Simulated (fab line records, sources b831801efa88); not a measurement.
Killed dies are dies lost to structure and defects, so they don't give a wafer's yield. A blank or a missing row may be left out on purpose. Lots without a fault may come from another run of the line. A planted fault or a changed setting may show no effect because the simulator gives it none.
fab line records | flow sky130
record lots=6 wafers=18 last_day=50
route steps=708 shown METAL3@561 VIA3@573 PAD_OPEN@708
lots that met no fault: from a run of the same line without faults
start_h: hours from the record's first day to the start of the lot's first wafer shown | wait_h: hours since the lot's step before | " the same as in the row above | L1.1+2: a row that stands for several wafers | - no value, or no start given | * or withheld: withheld | < > ~ a bound
route shown NAME@n: a module of which the file shows steps, and the number in the route of the first | usual: mean/standard deviation of fault-free wafers | same: alike in all rows | chamber/n: place in a boat | sites: the reading at each site | _std_site: their standard deviation | _edge_site: outer sites' mean less inner sites' | radius_mm: how far each site lies from the wafer's centre | mask NAME#n: copy n | behind: the tool/chamber that last shaped the wafer | hold: why the lot was held/for how many hours/how that ended | device: the transistor (n, p or np) that didn't switch | end of line: the same wafers' tests at the end of the route | a step without rows: its recipe alone | killed: dies lost to structure and defects at the first sort, not the wafer's yield | map: a wafer's dies, x killed, . not, _ none there
set.NAME: the setting as run; set.NAME@STEP: as run at that earlier step | model.NAME: the simulator's own value behind a step, which no gauge read
lots at some steps of the route; a table a step, a row a wafer
services: from which hour (start_h, from the record's first day; less than 0 if before it) a tool's chamber was out of use, for how many hours, and why
## steps
# step SKY_METAL3_PEB_11
# recipe peb_temp_c=withheld peb_time_s=withheld resist=KrF-thick
# step SKY_METAL3_DEVELOP_12
# recipe develop_time_s=60 resist=KrF-thick dev_temp_c=21
# step SKY_METAL3_CD_MEAS_13
# recipe target_cd_nm=300
# usual cd_nm=299.6/1.3
# columns lot.wafer tool chamber start_h wait_h cd_nm
L210.1 cd_sem-01 - 963.81 - 299.9
L210.2 " - " " 299.3
L210.6 " - " " 299.1
L213.1 cd_sem-02 - 984.71 - 301.8
L213.4 " - " " 300.5
L213.6 " - " " 299.5
L215.1 cd_sem-01 - 999.96 - 301.4
L215.3 " - " " 300.5
L215.6 " - " " 301.2
L220.2 cd_sem-01 - 1035.05 - 299.3
L220.3 " - " " 297.5
L220.6 " - " " 297.2
L223.1 cd_sem-02 - 1053.93 - 300.0
L223.2 " - " " 300.7
L223.3 " - " " 300.6
L225.2 cd_sem-02 - 1071.93 - 299.9
L225.3 " - " " 298.4
L225.5 " - " " 299.5
# step SKY_METAL3_OVL_MEAS_14
# usual METAL3_OVL=0/4.6
# columns lot.wafer tool chamber start_h wait_h METAL3_OVL[nm]
L210.1 overlay-02 - 963.93 0.1 3
L210.2 " - " " 4
L210.6 " - " " 4
L213.1 overlay-02 - 984.83 0.1 7
L213.4 " - " " 14
L213.6 " - " " 12
L215.1 overlay-01 - 1000.08 0.1 -5
L215.3 " - " " -6
L215.6 " - " " 4
L220.2 overlay-01 - 1035.16 0.1 -1
L220.3 " - " " -3
L220.6 " - " " 1
L223.1 overlay-02 - 1054.05 0.1 6
L223.2 " - " " 4
L223.3 " - " " 4
L225.2 overlay-02 - 1072.03 0.1 -2
L225.3 " - " " 1
L225.5 " - " " 5
# step SKY_METAL3_DESCUM_15
# recipe chemistry=O2 source_power_w=150 bias_power_w=0 pressure_mtorr=10 temp_c=40 time_s=8
# usual drypump_motor_current_A=5.69/0.24 oes_product_au=1.000/0.0086
# same bias_power_w=0
# columns lot.wafer tool chamber start_h wait_h drypump_motor_current_A oes_product_au rf_hours_counter_h
L210.1 rie_metal-03 0 963.96 0.0 5.94 0.992 16
L210.2 " 1 " " 5.68 0.998 12
L210.6 " 1 " " 5.67 1.004 -
L213.1 rie_metal-04 0 984.86 0.0 5.39 1.007 9
L213.4 " 1 " " 5.96 0.996 -
L213.6 " 1 " " 5.93 0.995 -
L215.1 rie_metal-01 0 1000.11 0.0 5.39 1.020 18
L215.3 " 0 " " 5.40 1.015 -
L215.6 " 1 " " 5.84 1.001 -
L220.2 rie_metal-04 0 1035.19 0.0 5.44 1.011 12
L220.3 " 1 " " 5.97 1.001 -
L220.6 " 0 " " 5.39 0.992 -
L223.1 rie_metal-04 1 1054.09 0.0 5.91 0.999 15
L223.2 " 0 " " 5.40 0.995 13
L223.3 " 1 " " 5.91 1.001 -
L225.2 rie_metal-04 0 1072.06 0.0 5.45 0.999 15
L225.3 " 0 " " 5.41 0.988 -
L225.5 " 0 " " 5.43 0.999 -
# step SKY_METAL3_ETCH_16
# recipe chemistry=N2/H2 target=BARC ion_energy_ev=200 bias_w=100 pressure_mtorr=30 n2_flow_sccm=100 h2_flow_sccm=200 icp_w=500 stop_on=SiO2 time_s=88.2 target_depth_a=600
# usual drypump_motor_current_A=5.70/0.24 n2_flow_sccm=100.01/0.29 oes_product_au=0.625/0.0042 throttle_valve_pct=13.205/0.009
# columns lot.wafer tool chamber start_h wait_h drypump_motor_current_A n2_flow_sccm oes_product_au rf_hours_counter_h throttle_valve_pct
L210.1 rie_metal-03 0 963.99 0.0 5.92 100.01 0.618 16 13.207
L210.2 " 1 " " 5.66 99.98 0.631 12 13.203
L210.6 " 1 " " 5.69 100.18 0.614 - 13.201
L213.1 rie_metal-04 0 984.89 0.0 5.44 99.55 0.630 9 13.207
L213.4 " 1 " " 5.94 100.72 0.620 - 13.196
L213.6 " 1 " " 5.92 99.85 0.622 - 13.191
L215.1 rie_metal-01 0 1000.14 0.0 5.40 100.03 0.624 18 13.220
L215.3 " 0 " " 5.35 100.57 0.623 - 13.211
L215.6 " 1 " " 5.86 100.39 0.626 - 13.216
L220.2 rie_metal-04 0 1035.22 0.0 5.45 100.75 0.627 12 13.218
L220.3 " 1 " " 5.92 100.30 0.631 - 13.205
L220.6 " 0 " " 5.41 100.14 0.621 - 13.216
L223.1 rie_metal-04 1 1054.12 0.0 5.95 99.96 0.629 15 13.206
L223.2 " 0 " " 5.40 100.28 0.618 13 13.200
L223.3 " 1 " " 5.93 100.39 0.631 - 13.207
L225.2 rie_metal-04 0 1072.10 0.0 5.36 99.86 0.627 15 13.221
L225.3 " 0 " " 5.40 100.31 0.625 - 13.202
L225.5 " 0 " " 5.43 99.65 0.625 - 13.199
# step SKY_METAL3_ETCH_17
# recipe target=SiO2 stop_on=TiN chemistry=C4F8/O2/Ar source_w=1500 bias_w=1200 pressure_mtorr=40 c4f8_flow_sccm=withheld O2_flow_sccm=6 Ar_flow_sccm=300 time_s=3.9 target_depth_a=150
# usual oes_product_au=0.751/0.006
# columns lot.wafer tool chamber start_h wait_h oes_product_au rf_hours_counter_h
L210.1 rie_diel-04 0 964.09 0.1 0.743 18
L210.2 " 2 " " 0.744 12
L210.6 " 1 " " 0.747 -
L213.1 rie_diel-03 1 984.99 0.1 0.749 12
L213.4 " 0 " " 0.751 2
L213.6 " 0 " " 0.746 -
L215.1 rie_diel-01 3 1000.24 0.1 0.741 10
L215.3 " 0 " " 0.740 14
L215.6 " 1 " " 0.755 -
L220.2 rie_diel-01 0 1035.32 0.1 0.745 15
L220.3 " 3 " " 0.744 11
L220.6 " 3 " " 0.749 -
L223.1 rie_diel-01 3 1054.22 0.1 0.749 12
L223.2 " 0 " " 0.747 15
L223.3 " 2 " " 0.749 21
L225.2 rie_diel-03 0 1072.19 0.1 0.747 5
L225.3 " 3 " " 0.751 19
L225.5 " 0 " " 0.753 -
# step SKY_METAL3_METAL_ETCH_18
# recipe target_depth_a=8450 stop_on=SiO2 over_etch_frac=0.3 time_s=183.1 chemistry=Cl2/BCl3 resist_sidewall_deg=88 pressure_mtorr=10 icp_w=900 bias_w=48.5 Cl2_flow_sccm=60 bcl3_flow_sccm=30
# usual drypump_motor_current_A=5.71/0.23 oes_product_au=0.869/0.0059 throttle_valve_pct=22.265/0.0094
# columns lot.wafer tool chamber start_h wait_h drypump_motor_current_A oes_product_au rf_hours_counter_h throttle_valve_pct
L210.1 rie_metal-04 1 964.11 0.0 5.92 0.864 10 22.272
L210.2 " 0 " " 5.41 0.866 8 22.269
L210.6 " 1 " " 5.90 0.865 - 22.257
L213.1 rie_metal-03 0 985.01 0.0 5.99 0.872 17 22.271
L213.4 " 0 " " 5.97 0.868 - 22.270
L213.6 " 0 " " 5.95 0.871 - 22.275
L215.1 rie_metal-03 0 1000.26 0.0 5.96 0.874 18 22.253
L215.3 " 1 " " 5.67 0.876 - 22.251
L215.6 " 1 " " 5.67 0.874 - 22.258
L220.2 rie_metal-03 0 1035.34 0.0 5.92 0.870 20 22.283
L220.3 " 0 " " 5.87 0.883 - 22.247
L220.6 " 1 " " 5.67 0.866 - 22.255
L223.1 rie_metal-01 1 1054.24 0.0 5.87 0.864 18 22.267
L223.2 " 0 " " 5.38 0.863 20 22.254
L223.3 " 0 " " 5.35 0.872 - 22.260
L225.2 rie_metal-03 0 1072.21 0.0 5.95 0.877 23 22.274
L225.3 " 0 " " 5.91 0.874 - 22.270
L225.5 " 0 " " 5.95 0.878 - 22.249
# step SKY_METAL3_STRIP_19
# recipe chemistry=O2/N2 power_w=1400 pressure_mtorr=1500 platen_temp_c=withheld o2_flow_sccm=3000 n2_flow_sccm=300 overash_fraction=0.5
# usual drypump_motor_current_A=5.5/0.48 n2_flow_sccm=299.9/0.96 oes_product_au=0.502/0.0051 strip_time_to_endpoint_s=6.52/0.052
# columns lot.wafer tool chamber start_h wait_h drypump_motor_current_A n2_flow_sccm oes_product_au rf_hours_counter_h strip_time_to_endpoint_s
L210.1 plasma_asher-02 0 964.29 0.1 5.9 298.7 0.499 24 6.45
L210.2 " 1 " " 5.0 298.0 0.498 24 6.53
L210.6 " 0 " " 5.8 300.1 0.497 - 6.47
L213.1 plasma_asher-01 0 985.25 0.2 5.8 301.4 0.499 88 6.52
L213.4 " 0 " " 5.7 299.8 0.503 - 6.51
L213.6 " 1 " " 5.6 299.6 0.497 - 6.52
L215.1 plasma_asher-02 0 1000.50 0.2 5.9 300.3 0.492 28 6.61
L215.3 " 1 " " 5.0 300.2 0.508 - 6.55
L215.6 " 1 " " 5.0 299.9 0.508 - 6.58
L220.2 plasma_asher-04 0 1035.57 0.2 6.2 300.6 0.504 120 6.60
L220.3 " 0 " " 6.2 300.0 0.510 - 6.57
L220.6 " 0 " " 6.3 301.0 0.513 - 6.58
L223.1 plasma_asher-04 1 1054.41 0.1 4.8 300.8 0.503 122 6.48
L223.2 " 0 " " 6.2 299.4 0.500 122 6.44
L223.3 " 0 " " 6.2 300.2 0.497 - 6.47
L225.2 plasma_asher-04 1 1072.39 0.1 4.8 299.9 0.505 1 6.56
L225.3 " 1 " " 4.8 299.7 0.507 - 6.56
L225.5 " 0 " " 6.2 301.8 0.502 - 6.56
# step SKY_METAL3_STRIP_20
# recipe chemistry=post_etch_residue_remover time_s=1200 temp_c=72.5
# step SKY_METAL3_CLEAN_21
# recipe chemistry=IPA time_s=180 temp_c=25
# step SKY_METAL3_CLEAN_22
# recipe chemistry=O3/DIW dry=n2_spin
# step SKY_VIA3_HDPCVD_00
# recipe material=SiO2 target_thk_nm=1635 sigma_open_frac=0.3 time_s=272.5 temp_c=400 sih4_flow_sccm=60 pressure_mtorr=6
# usual run_length_s=300.3/0.56
# columns lot.wafer tool chamber start_h wait_h run_length_s model.SiO2_of_VIA3_HDPCVD_00.thk_nm
L210.1 hdpcvd-02 2 964.88 0.0 300.5 1622
L210.2 " 0 " " 299.6 1638
L210.6 " 1 " " 300.6 1613
L213.1 hdpcvd-01 0 986.24 0.0 287.8 1529
L213.4 " 1 " " 288.4 1530
L213.6 " 2 " " 287.0 1518
L215.1 hdpcvd-01 2 1001.09 0.0 287.2 1527
L215.3 " 1 " " 288.2 1536
L215.6 " 2 " " 287.1 1560
L220.2 hdpcvd-02 1 1036.17 0.0 300.4 1642
L220.3 " 2 " " 300.1 1617
L220.6 " 1 " " 300.3 1618
L223.1 hdpcvd-02 2 1055.05 0.0 300.4 1652
L223.2 " 1 " " 300.1 1625
L223.3 " 0 " " 300.0 1641
L225.2 hdpcvd-01 2 1072.98 0.0 299.8 1635
L225.3 " 0 " " 300.2 1658
L225.5 " 0 " " 300.1 1629
# step SKY_VIA3_THK_MEAS_01
# recipe reads=SiO2_of_VIA3_HDPCVD_00
# usual VIA3_HDPCVD_THK=1625/15
# columns lot.wafer tool chamber start_h wait_h VIA3_HDPCVD_THK[nm]
L210.1 film_metro-02 - 965.05 0.1 1622
L210.2 " - " " 1638
L210.6 " - " " 1612
L213.1 film_metro-01 - 986.41 0.1 1530
L213.4 " - " " 1530
L213.6 " - " " 1518
L215.1 film_metro-03 - 1001.26 0.1 1527
L215.3 " - " " 1535
L215.6 " - " " 1561
L220.2 film_metro-01 - 1036.35 0.1 1642
L220.3 " - " " 1617
L220.6 " - " " 1618
L223.1 film_metro-01 - 1055.21 0.1 1654
L223.2 " - " " 1625
L223.3 " - " " 1642
L225.2 film_metro-02 - 1073.16 0.1 1635
L225.3 " - " " 1657
L225.5 " - " " 1630
# step SKY_VIA3_CMP_02
# recipe material=SiO2 down_force_psi=4 platen_rpm=60 pad_velocity_m_s=0.94248
# step SKY_PAD_OPEN_PROBE_99
# usual defect_limited_yield=82.8/2 killed_at_M0_to_M3=43/7.2 killed_at_M4_up=3.0/2 killed_at_contacts=24/5.5 killed_at_front_end=15/4.2 killed_at_other=0.3/0.51 killed_dies=85/10 killed_open=46/7.3 killed_short=38/6.4 sort_bin_3_pad_short=0.9/0.42 sort_bin_5_function=10.3/1.5 sort_bin_6_memory=6.0/1.2 sort_n_pass=407/10 sort_yield_pct=82.8/2
# same gross_dies=492 killed_at_back_side=0 sort_bin_4_leakage[%]=0 sort_bin_8_speed[%]=0
# columns lot.wafer tool chamber start_h wait_h defect_limited_yield[%] killed_at_M0_to_M3 killed_at_M4_up killed_at_contacts killed_at_front_end killed_at_other killed_dies killed_open killed_short sort_bin_3_pad_short[%] sort_bin_5_function[%] sort_bin_6_memory[%] sort_n_pass sort_yield_pct[%]
L210.1 prober-01 - 1129.71 0.1 80.9 47 2 28 16 1 94 53 41 1.4 10.2 7.5 398 80.9
L210.2 prober-01 - 1129.76 0.1 81.7 48 7 25 10 0 90 50 40 2.2 10.4 5.7 402 81.7
L210.6 prober-01 - 1129.96 0.2 82.1 47 0 29 11 1 88 46 42 0.6 9.1 8.1 404 82.1
L213.1 prober-02 - 1143.82 0.1 84.1 41 2 26 9 0 78 42 36 0.6 9.3 5.9 414 84.1
L213.4 prober-02 - 1143.97 0.2 87.0 32 3 18 11 0 64 29 35 0.8 7.9 4.3 428 87.0
L213.6 prober-02 - 1144.07 0.2 82.9 33 6 29 16 0 84 42 42 1.0 9.1 6.9 408 82.9
L215.1 prober-02 - 1156.55 0.1 80.3 42 3 36 15 1 97 49 48 0.8 12.4 6.5 395 80.3
L215.3 prober-02 - 1156.65 0.2 83.7 36 3 27 14 0 80 48 32 0.6 9.8 5.9 412 83.7
L215.6 prober-02 - 1156.80 0.2 81.5 50 0 23 18 0 91 49 42 1.2 11.8 5.5 401 81.5
L220.2 prober-01 - 1182.27 0.1 89.2 23 1 18 11 0 53 27 26 0.8 7.7 2.2 439 89.2
L220.3 prober-01 - 1182.32 0.2 84.6 38 3 22 12 1 76 38 38 1.2 8.1 6.1 416 84.6
L220.6 prober-01 - 1182.47 0.2 84.3 41 0 24 12 0 77 42 35 0.6 10.6 4.5 415 84.3
L223.1 prober-02 - 1197.59 0.1 81.1 54 4 22 13 0 93 52 41 1.0 9.8 8.1 399 81.1
L223.2 prober-02 - 1197.64 0.1 80.3 54 1 23 19 0 97 57 40 1.2 11.6 6.9 395 80.3
L223.3 prober-02 - 1197.69 0.2 79.7 52 3 26 18 1 100 55 45 0.8 10.0 9.6 392 79.7
L225.2 prober-01 - 1211.03 0.1 82.7 42 3 25 14 1 85 46 39 1.0 10.0 6.3 407 82.7
L225.3 prober-01 - 1211.08 0.2 81.1 51 14 14 14 0 93 47 46 1.2 11.6 6.1 399 81.1
L225.5 prober-01 - 1211.18 0.2 80.9 54 3 16 21 0 94 48 46 1.4 8.9 8.7 398 80.9
# killed by level:class
L210.1 VIA1:geometric_particle:open=14 LI_CONTACT:geometric_particle:open=10 CONTACT:geometric_particle:open=9 VIA2:geometric_particle:open=8 CONTACT:geometric_particle:short=6 FIELD_ISO:geometric_particle:short=5 VIA1:geometric_particle:short=5 METAL2:geometric_particle:short=5
L210.2 VIA1:geometric_particle:open=18 VIA1:geometric_particle:short=10 CONTACT:geometric_particle:open=7 METAL2:geometric_particle:short=7 LOCAL_INTERCONNECT:geometric_particle:short=6 LI_CONTACT:geometric_particle:open=6 VIA3:geometric_particle:open=4 METAL1:geometric_particle:short=4
L210.6 VIA1:geometric_particle:open=14 CONTACT:geometric_particle:open=12 LOCAL_INTERCONNECT:geometric_particle:short=7 METAL1:geometric_particle:short=7 LI_CONTACT:geometric_particle:open=5 SPACER:geometric_particle:short=4 LI_CONTACT:geometric_particle:short=4 VIA2:geometric_particle:open=4
L213.1 CONTACT:geometric_particle:open=13 METAL1:geometric_particle:short=9 VIA1:geometric_particle:open=6 LI_CONTACT:geometric_particle:open=5 LOCAL_INTERCONNECT:geometric_particle:short=5 METAL2:geometric_particle:short=5 VIA2:geometric_particle:short=5 VIA2:geometric_particle:open=5
L213.4 VIA1:geometric_particle:open=9 CONTACT:geometric_particle:open=8 FIELD_ISO:geometric_particle:short=6 METAL2:geometric_particle:short=6 CONTACT:geometric_particle:short=5 METAL3:geometric_particle:short=4 LI_CONTACT:geometric_particle:open=3 METAL1:geometric_particle:short=3
L213.6 CONTACT:geometric_particle:open=10 VIA1:geometric_particle:open=8 LI_CONTACT:geometric_particle:open=7 CONTACT:geometric_particle:short=6 METAL2:geometric_particle:short=6 VIA1:geometric_particle:short=5 POLY_GATE:geometric_particle:open=4 LOCAL_INTERCONNECT:geometric_particle:short=4
L215.1 CONTACT:geometric_particle:open=12 LI_CONTACT:geometric_particle:open=9 CONTACT:geometric_particle:short=9 VIA3:geometric_particle:open=8 METAL1:geometric_particle:short=7 VIA1:geometric_particle:open=7 LOCAL_INTERCONNECT:geometric_particle:short=6 METAL2:geometric_particle:short=6
L215.3 VIA1:geometric_particle:open=14 CONTACT:geometric_particle:open=11 LI_CONTACT:geometric_particle:open=6 FIELD_ISO:geometric_particle:open=5 METAL2:geometric_particle:short=5 POLY_GATE:geometric_particle:short=5 CONTACT:geometric_particle:short=4 LI_CONTACT:geometric_particle:short=3
L215.6 CONTACT:geometric_particle:open=10 VIA1:geometric_particle:open=9 FIELD_ISO:geometric_particle:open=8 VIA2:geometric_particle:open=8 VIA1:geometric_particle:short=7 METAL3:geometric_particle:short=5 METAL1:geometric_particle:short=5 LI_CONTACT:geometric_particle:open=4
L220.2 VIA1:geometric_particle:open=7 LI_CONTACT:geometric_particle:open=5 LI_CONTACT:geometric_particle:short=4 CONTACT:geometric_particle:open=4 VIA3:geometric_particle:open=4 POLY_GATE:geometric_particle:short=3 CONTACT:geometric_particle:short=3 METAL1:geometric_particle:short=3
L220.3 LI_CONTACT:geometric_particle:open=9 CONTACT:geometric_particle:open=7 FIELD_ISO:geometric_particle:short=6 VIA1:geometric_particle:open=6 METAL2:geometric_particle:short=6 VIA3:geometric_particle:open=5 METAL3:geometric_particle:short=4 VIA2:geometric_particle:open=3
L220.6 VIA1:geometric_particle:open=11 LI_CONTACT:geometric_particle:open=8 METAL1:geometric_particle:short=7 CONTACT:geometric_particle:open=6 CONTACT:geometric_particle:short=5 VIA2:geometric_particle:open=4 METAL3:geometric_particle:short=4 FIELD_ISO:geometric_particle:short=3
L223.1 VIA1:geometric_particle:open=19 LI_CONTACT:geometric_particle:open=7 CONTACT:geometric_particle:open=7 VIA3:geometric_particle:open=6 VIA2:geometric_particle:open=6 VIA2:geometric_particle:short=5 METAL2:geometric_particle:short=5 VIA1:geometric_particle:short=5
L223.2 VIA1:geometric_particle:open=11 VIA2:geometric_particle:open=11 CONTACT:geometric_particle:open=8 LI_CONTACT:geometric_particle:open=7 VIA3:geometric_particle:short=7 FIELD_ISO:geometric_particle:short=5 FIELD_ISO:geometric_particle:open=4 LOCAL_INTERCONNECT:geometric_particle:short=4
L223.3 VIA1:geometric_particle:open=17 CONTACT:geometric_particle:open=11 METAL2:geometric_particle:short=8 POLY_GATE:geometric_particle:short=7 VIA3:geometric_particle:open=6 LI_CONTACT:geometric_particle:open=5 CONTACT:geometric_particle:short=5 METAL1:geometric_particle:short=5
L225.2 CONTACT:geometric_particle:open=14 VIA1:geometric_particle:open=12 POLY_GATE:geometric_particle:short=8 VIA2:geometric_particle:open=5 VIA1:geometric_particle:short=5 VIA3:geometric_particle:open=5 METAL2:geometric_particle:short=4 LOCAL_INTERCONNECT:geometric_particle:short=4
L225.3 VIA1:geometric_particle:open=12 METAL4:geometric_particle:short=10 VIA3:geometric_particle:open=7 CONTACT:geometric_particle:open=7 VIA2:geometric_particle:open=6 VIA1:geometric_particle:short=5 POLY_GATE:geometric_particle:short=5 VIA2:geometric_particle:short=5
L225.5 VIA1:geometric_particle:open=12 METAL1:geometric_particle:short=9 CONTACT:geometric_particle:open=8 VIA2:geometric_particle:open=8 FIELD_ISO:geometric_particle:open=6 POLY_GATE:geometric_particle:short=5 VIA1:geometric_particle:short=5 FIELD_ISO:geometric_particle:short=4
## services
# columns tool chamber start_h hours kind
hdpcvd-01 - 950.35 15.0 pm
hdpcvd-01 0 950.35 15.0 vent_cycle
hdpcvd-01 1 950.35 15.0 vent_cycle
hdpcvd-01 2 950.35 15.0 vent_cycle
rie_diel-03 - 955.93 1.2 repair
hdpcvd-01 0 965.35 - clean
hdpcvd-01 1 965.35 - clean
hdpcvd-01 2 965.35 - clean
rie_diel-03 3 966.75 7.6 repair
rie_diel-04 0 992.85 20.4 repair
plasma_asher-01 - 1014.60 1.4 repair
plasma_asher-04 - 1021.11 1.4 repair
rie_metal-01 1 1033.72 3.0 repair
hdpcvd-02 2 1040.23 5.6 repair
rie_diel-01 1 1048.36 14.6 repair
plasma_asher-04 - 1055.25 9.0 pm
plasma_asher-04 0 1055.25 9.0 vent_cycle
plasma_asher-04 1 1055.25 9.0 vent_cycle
plasma_asher-04 0 1064.25 - clean
plasma_asher-04 1 1064.25 - clean
rie_metal-01 0 1066.70 48.3 repair
rie_diel-04 - 1071.11 28.1 pm
## key
first_sign step=SKY_VIA3_HDPCVD_00 reading=run_length_s direction=down sigmas=23 usual=* struck=*
effect step=SKY_VIA3_THK_MEAS_01 reading=VIA3_HDPCVD_THK direction=down sigmas=6 usual=1625 struck=1533
model_effect step=SKY_VIA3_HDPCVD_00 value=SiO2_of_VIA3_HDPCVD_00.thk_nm without=1610 struck=1533
met_at SKY_VIA3_HDPCVD_00
struck_wafers L213.1,L213.4,L213.6,L215.1,L215.3,L215.6
fault kind=process_parameter_drift tool=hdpcvd-01 chamber=- onset_h=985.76 steps=SKY_VIA3_HDPCVD_00 channel=time_s offset=* shape=step end_h=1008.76 acts_in=* stated=*
